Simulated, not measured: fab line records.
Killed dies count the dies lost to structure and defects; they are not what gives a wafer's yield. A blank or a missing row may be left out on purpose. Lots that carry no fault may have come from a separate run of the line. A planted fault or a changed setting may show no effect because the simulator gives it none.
Problem report in the 8D (eight disciplines) form, filled by code + flow sky130 + the parts of the form that need people (team, actions taken, sign-off) are left out

== 1. THE PROBLEM ==
VIA2_W_RS at SKY_VIA2_RS_MEAS_22 reads a mean of 0.482 ohm/sq on 3 wafers of 1 lot; wafers without a fault read 0.270 ohm/sq with a standard deviation of 0.0033. That is +64 standard deviations from the usual mean.
The step: measures by four-point-probe.
First observed at day 36 00:13: wafer L857.2, on film_metro-03. Wafers with a number at this step in the record: 30, from 10 lots. The rule behind "out" and "out of limits": a value lying over 4 standard deviations away from the usual mean. The other wafers with a number count as sound.

== 2. WHAT THIS IS AND IS NOT ==
| question                    | is                     | is not                                                                                            |
|-----------------------------|------------------------|---------------------------------------------------------------------------------------------------|
| which readings at this step | VIA2_W_RS              | -                                                                                                 |
| which lots                  | L857                   | L851, L854, L856, L863, L866, L867, L869, L870, L873                                              |
| which wafers of those lots  | all that have a number | -                                                                                                 |
| read on which gauges        | film_metro-03          | film_metro-04                                                                                     |
| when                        | from day 36 00:13      | up to then (9 sound wafers); but 18 sound wafers of L863, L866, L867, L869, L870, L873 came after |

== 3. THE SUSPECTS, EACH WITH WHAT RULES IT OUT ==
Counting: a tool stays on the suspect list if, at a process step up to the reading, it processed all lots that are out and no sound lot following the first of them.
- the gauge at SKY_VIA2_RS_MEAS_22 has been ruled out. All the wafers that are out were read on film_metro-03, but those of them that SKY_VIA2_CMP_24 has rows for are out there too, on other tools.
- cmp-01 at SKY_VIA2_CMP_02 (polishes SiO2): ruled out as a lasting fault. Sound lots L863, L870, L869 ran on it after its first lot that is out, L857 (day 34 19:26).
- cvd_w-02 at SKY_VIA2_CVD_21 (deposits W, target thk 420 nm, time 126.4 s): ruled out as a lasting fault. Sound lots L867, L873 ran on it after its first lot that is out, L857 (day 36 00:04).
Left after counting: nothing in the record.

== 4. THE CAUSE (what the simulator had put in) ==
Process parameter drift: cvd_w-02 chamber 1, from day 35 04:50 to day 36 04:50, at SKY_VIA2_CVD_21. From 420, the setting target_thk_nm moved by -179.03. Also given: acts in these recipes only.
Counting ruled it out, wrongly: the rule takes a fault to strike every lot that its tool runs from its start on, and this one did not.

== 5. THE EFFECT CHAIN, in route order ==
Each row: a reading where the mean over the struck wafers with a number is more than 3 standard deviations away from the usual. Readings are gone through only where the record gives a usual standard deviation; hours: the median, over the lots, of the time from a lot's start at the first step in this table giving one to that lot's start at this step; sigmas: the change measured in usual standard deviations.
| hours | step                 | reading            | usual        | on struck wafers | change | sigmas |
|-------|----------------------|--------------------|--------------|------------------|--------|--------|
| 0     | SKY_VIA2_RS_MEAS_22  | VIA2_W_RS          | 0.270 ohm/sq | 0.482            | +0.212 | +64    |
| 0     | SKY_VIA2_THK_MEAS_23 | VIA2_W_THK         | 408 nm       | 234              | -174   | -32    |
| 0     | SKY_VIA2_CMP_24      | time_to_endpoint_s | 103 s        | 59               | -44    | -13    |
Here are the process steps it includes:
- SKY_VIA2_CMP_24: polishes, stops on SiO2, t overpolish 20 s, target thk 0 nm.
At these later measuring or inspecting steps, every struck wafer for which the step has a row has a number for every such reading, and none has moved that far: SKY_CAPM_THK_MEAS_01.

== 6. HOW IT WOULD HAVE BEEN CAUGHT EARLIER ==
In this record the first reading out of limits at a measuring or inspecting step was taken at day 36 00:13, 19 hours after the fault began at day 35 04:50.
No tool reading at SKY_VIA2_CVD_21 that has a usual standard deviation in the record was out on any struck wafer, so an alarm limit of 4 standard deviations on those readings would not have fired.
